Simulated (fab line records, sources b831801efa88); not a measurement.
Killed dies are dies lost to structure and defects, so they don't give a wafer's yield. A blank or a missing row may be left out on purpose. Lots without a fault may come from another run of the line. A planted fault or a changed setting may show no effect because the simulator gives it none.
fab line records | flow sky130
record lots=6 wafers=18 last_day=49
route steps=708 shown NWELL@79 PWDE@84 VT_ADJUST_HVTP@85
lots that met no fault: from a run of the same line without faults
start_h: hours from the record's first day to the start of the lot's first wafer shown | wait_h: hours since the lot's step before | " the same as in the row above | L1.1+2: a row that stands for several wafers | - no value, or no start given | * or withheld: withheld | < > ~ a bound
route shown NAME@n: a module of which the file shows steps, and the number in the route of the first | usual: mean/standard deviation of fault-free wafers | same: alike in all rows | chamber/n: place in a boat | sites: the reading at each site | _std_site: their standard deviation | _edge_site: outer sites' mean less inner sites' | radius_mm: how far each site lies from the wafer's centre | mask NAME#n: copy n | behind: the tool/chamber that last shaped the wafer | hold: why the lot was held/for how many hours/how that ended | device: the transistor (n, p or np) that didn't switch | end of line: the same wafers' tests at the end of the route | a step without rows: its recipe alone | killed: dies lost to structure and defects at the first sort, not the wafer's yield | map: a wafer's dies, x killed, . not, _ none there
set.NAME: the setting as run; set.NAME@STEP: as run at that earlier step | model.NAME: the simulator's own value behind a step, which no gauge read
lots at some steps of the route; a table a step, a row a wafer
services: from which hour (start_h, from the record's first day; less than 0 if before it) a tool's chamber was out of use, for how many hours, and why
## steps
# step SKY_NWELL_TW_MEAS_26
# usual NWELL_2_TW=499/6.3
# columns lot.wafer tool chamber start_h wait_h NWELL_2_TW
L442.4 film_metro-01 - 157.72 0.1 496
L442.5 " - " " 495
L442.6 " - " " 495
L445.1 film_metro-01 - 176.19 0.1 496
L445.2 " - " " 496
L445.4 " - " " 495
L446.3 film_metro-03 - 180.63 0.1 506
L446.4 " - " " 506
L446.6 " - " " 507
L447.4 film_metro-03 - 186.08 0.1 506
L447.5 " - " " 507
L447.6 " - " " 506
L448.2 film_metro-03 - 193.01 0.1 504
L448.4 " - " " 506
L448.6 " - " " 507
L449.4 film_metro-01 - 209.33 0.1 493
L449.5 " - " " 496
L449.6 " - " " 493
# step SKY_NWELL_CLEAN_27
# recipe chemistry=SC1/SC2 mix=1:4:20 temp_c=70 time_s=150 dry=n2_spin
# step SKY_NWELL_RTA_28
# recipe temp_c=1050 time_s=30 idle_temp_c=650 ramp_up_c_per_s=150 ramp_down_c_per_s=90 ambient=N2
# usual lamp_power_pct=25.31/0.051 ramp_down_c_per_s=89.999/0.017 wafer_temp_C_max=1054.7/0.9
# columns lot.wafer tool chamber start_h wait_h lamp_power_pct ramp_down_c_per_s wafer_temp_C_max
L442.4 rtp_anneal-01 0 157.85 0.1 25.34 90.014 1056.3
L442.5 " 0 " " 25.33 90.016 1055.0
L442.6 " 0 " " 25.26 90.022 1055.5
L445.1 rtp_anneal-01 0 176.30 0.0 25.23 89.998 1053.9
L445.2 " 0 " " 25.25 90.038 1055.0
L445.4 " 0 " " 25.36 90.021 1053.8
L446.3 rtp_anneal-01 0 180.76 0.0 25.29 89.982 1053.5
L446.4 " 0 " " 25.29 89.991 1055.3
L446.6 " 0 " " 25.25 90.021 1054.7
L447.4 rtp_anneal-02 0 186.21 0.1 25.33 89.978 1055.0
L447.5 " 0 " " 25.30 89.963 1054.4
L447.6 " 0 " " 25.34 89.998 1055.3
L448.2 rtp_anneal-01 0 193.13 0.0 25.29 90.031 1054.7
L448.4 " 0 " " 25.38 90.017 1055.4
L448.6 " 0 " " 25.27 89.990 1053.5
L449.4 rtp_anneal-02 0 209.46 0.1 25.26 89.984 1053.5
L449.5 " 0 " " 25.28 90.025 1053.8
L449.6 " 0 " " 25.32 90.009 1055.0
# step SKY_NWELL_RS_MEAS_29
# recipe thk_meas_gauge=four-point-probe
# usual NWELL_RS=624.9/1.5
# columns lot.wafer tool chamber start_h wait_h NWELL_RS[ohm/sq]
L442.4 film_metro-04 - 157.96 0.1 625.7
L442.5 " - " " 627.9
L442.6 " - " " 627.2
L445.1 film_metro-03 - 176.40 0.1 625.2
L445.2 " - " " 626.8
L445.4 " - " " 625.0
L446.3 film_metro-04 - 180.86 0.1 624.1
L446.4 " - " " 624.3
L446.6 " - " " 625.0
L447.4 film_metro-01 - 186.32 0.1 625.9
L447.5 " - " " 623.9
L447.6 " - " " 626.7
L448.2 film_metro-03 - 193.23 0.1 625.5
L448.4 " - " " 624.8
L448.6 " - " " 625.5
L449.4 film_metro-03 - 209.57 0.1 624.7
L449.5 " - " " 624.6
L449.6 " - " " 624.3
# step SKY_NWELL_RS_MEAS_31
# recipe thk_meas_gauge=four-point-probe
# usual PWDE_RS=5276/25
# columns lot.wafer tool chamber start_h wait_h PWDE_RS[ohm/sq]
L442.4 film_metro-04 - 158.20 0.1 5275
L442.5 " - " " 5273
L442.6 " - " " 5271
L445.1 film_metro-03 - 176.64 0.1 5291
L445.2 " - " " 5296
L445.4 " - " " 5274
L446.3 film_metro-04 - 181.10 0.1 5295
L446.4 " - " " 5282
L446.6 " - " " 5293
L447.4 film_metro-01 - 186.56 0.1 5278
L447.5 " - " " 5291
L447.6 " - " " 5272
L448.2 film_metro-03 - 193.47 0.1 5284
L448.4 " - " " 5289
L448.6 " - " " 5293
L449.4 film_metro-03 - 209.81 0.1 5289
L449.5 " - " " 5318
L449.6 " - " " 5327
# step SKY_VT_ADJUST_HVTP_DEHYDRATE_00
# recipe temp_c=200 time_s=60
# step SKY_VT_ADJUST_HVTP_HMDS_01
# recipe prime_time_s=60 prime_temp_c=120
# step SKY_VT_ADJUST_HVTP_COAT_02
# recipe resist=NOVOLAK spin_rpm=3000 resist_thk_nm=1140
# step SKY_VT_ADJUST_HVTP_SOFTBAKE_03
# recipe temp_c=90 time_s=60 resist=NOVOLAK
# step SKY_VT_ADJUST_HVTP_EXPOSE_04
# recipe mask_id=HVTPM na=0.6 source_shape=conventional sigma_outer=0.6 polarization=unpolarized target_cd_nm=380 dose_mj=140
# step SKY_VT_ADJUST_HVTP_PEB_05
# recipe temp_c=withheld time_s=* resist=NOVOLAK
# step SKY_VT_ADJUST_HVTP_DEVELOP_06
# recipe resist=NOVOLAK developer=TMAH develop_time_s=60 dev_temp_c=23
# usual chill_plate_temp_C=23.01/0.11 develop_time_s=60/0 resist_line_temp_C=22.99/0.12
# columns lot.wafer tool chamber start_h wait_h chill_plate_temp_C develop_time_s resist_line_temp_C
L442.4 litho_track-01 0 178.53 0.1 23.10 60 23.02
L442.5 " 0 " " 23.06 60 23.03
L442.6 " 0 " " 23.21 60 23.02
L445.1 litho_track-03 - 197.61 0.1 - - -
L445.2 " - " " - - -
L445.4 " - " " - - -
L446.3 litho_track-01 - 202.40 0.1 - - -
L446.4 " - " " - - -
L446.6 " - " " - - -
L447.4 litho_track-01 0 208.73 0.1 22.97 60 23.06
L447.5 " 0 " " 23.22 60 23.00
L447.6 " 0 " " 23.02 60 23.11
L448.2 litho_track-03 0 215.04 0.1 22.91 60 22.96
L448.4 " 0 " " 22.98 60 22.75
L448.6 " 0 " " 22.91 60 22.83
L449.4 litho_track-03 0 232.44 0.1 23.14 60 22.93
L449.5 " 0 " " 23.01 60 23.01
L449.6 " 0 " " 22.99 60 22.89
# step SKY_VT_ADJUST_HVTP_CD_MEAS_07
# recipe target_cd_nm=380
# usual cd_nm=379/3.2
# columns lot.wafer tool chamber start_h wait_h cd_nm
L442.4 cd_sem-02 - 178.66 0.1 380
L442.5 " - " " 378
L442.6 " - " " 380
L445.1 cd_sem-02 - 197.76 0.1 -
L445.2 " - " " -
L445.4 " - " " -
L446.3 cd_sem-01 - 202.54 0.1 -
L446.4 " - " " -
L446.6 " - " " -
L447.4 cd_sem-01 - 208.86 0.1 379
L447.5 " - " " 381
L447.6 " - " " 380
L448.2 cd_sem-01 - 215.18 0.1 380
L448.4 " - " " 380
L448.6 " - " " 380
L449.4 cd_sem-02 - 232.57 0.1 377
L449.5 " - " " 378
L449.6 " - " " 376
## services
# columns tool chamber start_h hours kind
rtp_anneal-02 - 226.70 3.1 pm
## key
first_sign step=SKY_VT_ADJUST_HVTP_DEVELOP_06 reading=tool_record direction=missing
effect none on later readings
met_at SKY_VT_ADJUST_HVTP_DEVELOP_06
struck_wafers L445.1,L445.2,L445.4,L446.3,L446.4,L446.6
sort_left_out L445.1,L445.2,L445.4,L446.3,L446.4,L446.6
tester_left_out L445,L446
onset_between 178.53 197.61
fault kind=skipped_step_whole tool=litho_track-01,litho_track-03 chamber=- onset_h=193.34 steps=SKY_VT_ADJUST_HVTP_DEVELOP_06 scope=struck_lots_only
# tester_left_out: of these lots the tester's yield and bins aren't shown, on N5 and GAA mostly nor the transistor test; their killed dies are dies lost to structure and defects alone, not to doping, threshold or leakage, so they don't give the yield
# sort_left_out: the simulated sort isn't trusted on such a fault, so these wafers' sort isn't shown, and their yield isn't known
